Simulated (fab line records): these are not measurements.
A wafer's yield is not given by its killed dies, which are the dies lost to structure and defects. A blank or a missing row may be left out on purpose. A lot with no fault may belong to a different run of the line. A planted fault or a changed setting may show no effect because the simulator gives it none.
Which of the tools did it? :: flow gf180mcu :: 11 lots, 33 wafers sampled, at 5 steps of a route of 602

== WHAT THE GAUGES SHOWED, per wafer ==
GF_HV_LDD_THK_MEAS_57.
lot: L178
measured: day 12 18:16
on: filmMetro-01
HV_LDD_CVD_56_THK (nm): 88.8 89.2 88.9

lot: L179
measured: day 13 04:19
on: filmMetro-01
HV_LDD_CVD_56_THK (nm): 91.6 91.2 90.9

lot: L183
measured: day 14 08:32
on: filmMetro-01
HV_LDD_CVD_56_THK (nm): 89.2 88.9 89.2

lot: L185
measured: day 15 11:54
on: filmMetro-04
HV_LDD_CVD_56_THK (nm): 90.4 89.9 90.9

lot: L189
measured: day 16 14:19
on: filmMetro-04
HV_LDD_CVD_56_THK (nm): 28.4 28.1 28.2

lot: L190
measured: day 17 04:32
on: filmMetro-01
HV_LDD_CVD_56_THK (nm): 28.2 28.9 29.0

lot: L191
measured: day 17 07:03
on: filmMetro-01
HV_LDD_CVD_56_THK (nm): 90.5 89.8 90.1

lot: L197
measured: day 19 05:20
on: filmMetro-03
HV_LDD_CVD_56_THK (nm): 91.4 91.5 91.2

lot: L198
measured: day 19 07:51
on: filmMetro-03
HV_LDD_CVD_56_THK (nm): 90.7 90.1 90.6

lot: L199
measured: day 19 20:22
on: filmMetro-03
HV_LDD_CVD_56_THK (nm): 90.4 90.4 91.5

lot: L200
measured: day 20 04:17
on: filmMetro-01
HV_LDD_CVD_56_THK (nm): 89.6 89.8 89.8

GF_CONTACT_BOW_MEAS_05.
lot: L178
measured: day 15 10:38
on: filmMetro-03
CONTACT_BOW (um): 69 65 58

lot: L179
measured: day 15 21:27
on: filmMetro-03
CONTACT_BOW (um): 60 70 72

lot: L183
measured: day 17 04:51
on: filmMetro-03
CONTACT_BOW (um): 55 73 68

lot: L185
measured: day 18 09:32
on: filmMetro-04
CONTACT_BOW (um): 57 68 57

lot: L189
measured: day 19 13:57
on: filmMetro-01
CONTACT_BOW (um): 48 58 43

lot: L190
measured: day 20 05:28
on: filmMetro-04
CONTACT_BOW (um): 42 42 42

lot: L191
measured: day 20 08:20
on: filmMetro-04
CONTACT_BOW (um): 57 75 60

lot: L197
measured: day 22 08:31
on: filmMetro-01
CONTACT_BOW (um): 68 68 61

lot: L198
measured: day 22 10:15
on: filmMetro-03
CONTACT_BOW (um): 70 64 75

lot: L199
measured: day 22 21:40
on: filmMetro-03
CONTACT_BOW (um): 64 67 63

lot: L200
measured: day 23 05:02
on: filmMetro-01
CONTACT_BOW (um): 53 70 73

== WHAT TOOL EACH LOT RAN ON (gives the tool, then ch and the chambers of the sampled wafers, and finally the start) ==
lot: L178
GF_DUAL_GATE_STRIP_13: plasmaAsher-04 ch 0,1, day 8 11:43
GF_HV_LDD_CVD_56: lpcvd-01 ch 0, day 12 16:50
GF_HV_LDD_ETCHBACK_58: rieDiel-03 ch 0,1,2, day 12 18:20

lot: L179
GF_DUAL_GATE_STRIP_13: plasmaAsher-02 ch 0,1, day 8 21:16
GF_HV_LDD_CVD_56: lpcvd-02 ch 1, day 13 02:53
GF_HV_LDD_ETCHBACK_58: rieDiel-02 ch 1,2,3, day 13 04:23

lot: L183
GF_DUAL_GATE_STRIP_13: plasmaAsher-03 ch 0,1, day 9 23:46
GF_HV_LDD_CVD_56: lpcvd-01 ch 1, day 14 07:06
GF_HV_LDD_ETCHBACK_58: rieDiel-03 ch 0,3, day 14 08:35

lot: L185
GF_DUAL_GATE_STRIP_13: plasmaAsher-03 ch 0,1, day 10 21:57
GF_HV_LDD_CVD_56: lpcvd-02 ch 0, day 15 10:27
GF_HV_LDD_ETCHBACK_58: rieDiel-01 ch 0,1,3, day 15 11:56

lot: L189
GF_DUAL_GATE_STRIP_13: plasmaAsher-04 ch 0,1, day 11 19:11
GF_HV_LDD_CVD_56: lpcvd-01 ch 0, day 16 12:53
GF_HV_LDD_ETCHBACK_58: rieDiel-01 ch 0,3, day 16 14:22

lot: L190
GF_DUAL_GATE_STRIP_13: plasmaAsher-02 ch 0,1, day 12 06:41
GF_HV_LDD_CVD_56: lpcvd-01 ch 1, day 17 03:06
GF_HV_LDD_ETCHBACK_58: rieDiel-03 ch 1,3, day 17 04:35

lot: L191
GF_DUAL_GATE_STRIP_13: plasmaAsher-03 ch 0,1, day 12 11:25
GF_HV_LDD_CVD_56: lpcvd-02 ch 1, day 17 05:37
GF_HV_LDD_ETCHBACK_58: rieDiel-03 ch 0,2,3, day 17 07:06

lot: L197
GF_DUAL_GATE_STRIP_13: plasmaAsher-02 ch 0,1, day 14 02:38
GF_HV_LDD_CVD_56: lpcvd-02 ch 0, day 19 03:55
GF_HV_LDD_ETCHBACK_58: rieDiel-03 ch 1,2,3, day 19 05:24

lot: L198
GF_DUAL_GATE_STRIP_13: plasmaAsher-03 ch 0,1, day 14 07:34
GF_HV_LDD_CVD_56: lpcvd-02 ch 0, day 19 06:25
GF_HV_LDD_ETCHBACK_58: rieDiel-03 ch 0,1,3, day 19 07:55

lot: L199
GF_DUAL_GATE_STRIP_13: plasmaAsher-03 ch 0,1, day 14 15:42
GF_HV_LDD_CVD_56: lpcvd-02 ch 0, day 19 18:54
GF_HV_LDD_ETCHBACK_58: rieDiel-02 ch 1,2, day 19 20:23

lot: L200
GF_DUAL_GATE_STRIP_13: plasmaAsher-04 ch 0,1, day 15 01:11
GF_HV_LDD_CVD_56: lpcvd-02 ch 1, day 20 02:52
GF_HV_LDD_ETCHBACK_58: rieDiel-03 ch 1,2,3, day 20 04:20
- GF_DUAL_GATE_STRIP_13: strips in O2/N2.
- GF_HV_LDD_CVD_56: deposits Si3N4 from DCS/NH3, target thk 90 nm, time 1543 s.
- GF_HV_LDD_ETCHBACK_58: etches Si3N4 in CH3F/O2, stops on SiO2, time 100 s, target depth 90 nm.

== AS READ BY THE TOOLS THEMSELVES (means over the sampled wafers that have a number; for cases with no such wafer, the mark the record gives instead) ==
GF_DUAL_GATE_STRIP_13.
lot: L178
tool: plasmaAsher-04
drypumpMotorCurrentA (A): 4.9
heaterPowerW (W): 305
oesProductAu (a.u.): 0.715
stripTimeToEndpointS (s): 12.65

lot: L179
tool: plasmaAsher-02
drypumpMotorCurrentA (A): 5.9
heaterPowerW (W): 329
oesProductAu (a.u.): 0.716
stripTimeToEndpointS (s): 12.62

lot: L183
tool: plasmaAsher-03
drypumpMotorCurrentA (A): 5.6
heaterPowerW (W): 335
oesProductAu (a.u.): 0.715
stripTimeToEndpointS (s): 12.61

lot: L185
tool: plasmaAsher-03
drypumpMotorCurrentA (A): 5.2
heaterPowerW (W): 334
oesProductAu (a.u.): 0.718
stripTimeToEndpointS (s): 12.61

lot: L189
tool: plasmaAsher-04
drypumpMotorCurrentA (A): 5.1
heaterPowerW (W): 329
oesProductAu (a.u.): 0.717
stripTimeToEndpointS (s): 12.61

lot: L190
tool: plasmaAsher-02
drypumpMotorCurrentA (A): 5.9
heaterPowerW (W): 329
oesProductAu (a.u.): 0.711
stripTimeToEndpointS (s): 12.60

lot: L191
tool: plasmaAsher-03
drypumpMotorCurrentA (A): 5.2
heaterPowerW (W): 335
oesProductAu (a.u.): 0.715
stripTimeToEndpointS (s): 12.62

lot: L197
tool: plasmaAsher-02
drypumpMotorCurrentA (A): 5.9
heaterPowerW (W): 328
oesProductAu (a.u.): 0.720
stripTimeToEndpointS (s): 12.60

lot: L198
tool: plasmaAsher-03
drypumpMotorCurrentA (A): 5.6
heaterPowerW (W): 329
oesProductAu (a.u.): 0.719
stripTimeToEndpointS (s): 12.59

lot: L199
tool: plasmaAsher-03
drypumpMotorCurrentA (A): 5.2
heaterPowerW (W): 328
oesProductAu (a.u.): 0.716
stripTimeToEndpointS (s): 12.63

lot: L200
tool: plasmaAsher-04
drypumpMotorCurrentA (A): 5.0
heaterPowerW (W): 304
oesProductAu (a.u.): 0.711
stripTimeToEndpointS (s): 12.67

GF_HV_LDD_CVD_56.
lot: L178
tool: lpcvd-01
zonePowerUpperPct (%): 11.5

lot: L179
tool: lpcvd-02
zonePowerUpperPct (%): 11.9

lot: L183
tool: lpcvd-01
zonePowerUpperPct (%): 11.9

lot: L185
tool: lpcvd-02
zonePowerUpperPct (%): 14.0

lot: L189
tool: lpcvd-01
zonePowerUpperPct (%): 11.6

lot: L190
tool: lpcvd-01
zonePowerUpperPct (%): 11.9

lot: L191
tool: lpcvd-02
zonePowerUpperPct (%): 11.9

lot: L197
tool: lpcvd-02
zonePowerUpperPct (%): 14.1

lot: L198
tool: lpcvd-02
zonePowerUpperPct (%): 14.1

lot: L199
tool: lpcvd-02
zonePowerUpperPct (%): 14.1

lot: L200
tool: lpcvd-02
zonePowerUpperPct (%): 11.9

GF_HV_LDD_ETCHBACK_58.
lot: L178
tool: rieDiel-03
O2_flow_sccm (sccm): 30.01
drypumpMotorCurrentA (A): 5.8
oesProductAu (a.u.): 0.835
throttleValvePct (%): 10.557

lot: L179
tool: rieDiel-02
O2_flow_sccm (sccm): 29.96
drypumpMotorCurrentA (A): 5.6
oesProductAu (a.u.): 0.853
throttleValvePct (%): 10.564

lot: L183
tool: rieDiel-03
O2_flow_sccm (sccm): 30.02
drypumpMotorCurrentA (A): 6.6
oesProductAu (a.u.): 0.836
throttleValvePct (%): 10.562

lot: L185
tool: rieDiel-01
O2_flow_sccm (sccm): 30.03
drypumpMotorCurrentA (A): 6.5
oesProductAu (a.u.): 0.845
throttleValvePct (%): 10.572

lot: L189
tool: rieDiel-01
O2_flow_sccm (sccm): 30.04
drypumpMotorCurrentA (A): 6.4
oesProductAu (a.u.): 0.520
throttleValvePct (%): 10.514

lot: L190
tool: rieDiel-03
O2_flow_sccm (sccm): 30.08
drypumpMotorCurrentA (A): 6.4
oesProductAu (a.u.): 0.526
throttleValvePct (%): 10.520

lot: L191
tool: rieDiel-03
O2_flow_sccm (sccm): 30.04
drypumpMotorCurrentA (A): 6.2
oesProductAu (a.u.): 0.841
throttleValvePct (%): 10.558

lot: L197
tool: rieDiel-03
O2_flow_sccm (sccm): 30.00
drypumpMotorCurrentA (A): 5.9
oesProductAu (a.u.): 0.850
throttleValvePct (%): 10.565

lot: L198
tool: rieDiel-03
O2_flow_sccm (sccm): 29.98
drypumpMotorCurrentA (A): 6.2
oesProductAu (a.u.): 0.846
throttleValvePct (%): 10.562

lot: L199
tool: rieDiel-02
O2_flow_sccm (sccm): 30.09
drypumpMotorCurrentA (A): 5.6
oesProductAu (a.u.): 0.848
throttleValvePct (%): 10.568

lot: L200
tool: rieDiel-03
O2_flow_sccm (sccm): 30.03
drypumpMotorCurrentA (A): 5.9
oesProductAu (a.u.): 0.838
throttleValvePct (%): 10.561

== THE ANSWER, worked out from the rows above alone ==
Rule: the usual values come from the lots themselves. The widest of any qualifying gaps counts: lots, ordered by their means at a reading, are off when they make up no more than a third of the lots, leave a main group of 4 or more, and stand apart from it by 3 or more times the standard deviation of that group's means. Not used: any main group whose means are identical at the precision the tables above print for the reading. Also off: a lot with no number at a reading for which 4 or more lots have one. Where the step has rows for the other lots, those lots are counted as sound. The gauges are gone through in route order, then the tools' own readings, and for those a lot's mean is taken as printed above. The first step at which some lot is off is used, and at that step the reading that is off furthest; a lot without a number counts as furthest.
Off: L189, L190, at GF_HV_LDD_THK_MEAS_57 (HV_LDD_CVD_56_THK). For the main group the mean is 90.2 nm and the standard deviation 0.8.
If a tool, at a process step before that reading, ran all the lots that are off and no sound lot after the first of them, it fits. The gauges at GF_HV_LDD_THK_MEAS_57 aren't tried: what is off there is off at GF_HV_LDD_ETCHBACK_58 too, on other tools, and a gauge's error can't cause that. One fits: lpcvd-01 at GF_HV_LDD_CVD_56. Its last sound lot is L183 (day 14 07:06), its first lot that is off L189 (day 16 12:53): a fault that began between those two fits.

== WHAT THE SIMULATOR HAD INSERTED ==
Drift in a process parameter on lpcvd-01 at GF_HV_LDD_CVD_56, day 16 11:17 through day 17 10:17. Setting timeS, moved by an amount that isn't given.
Lots struck among those shown: L189, L190. The rule given above showed the same thing.
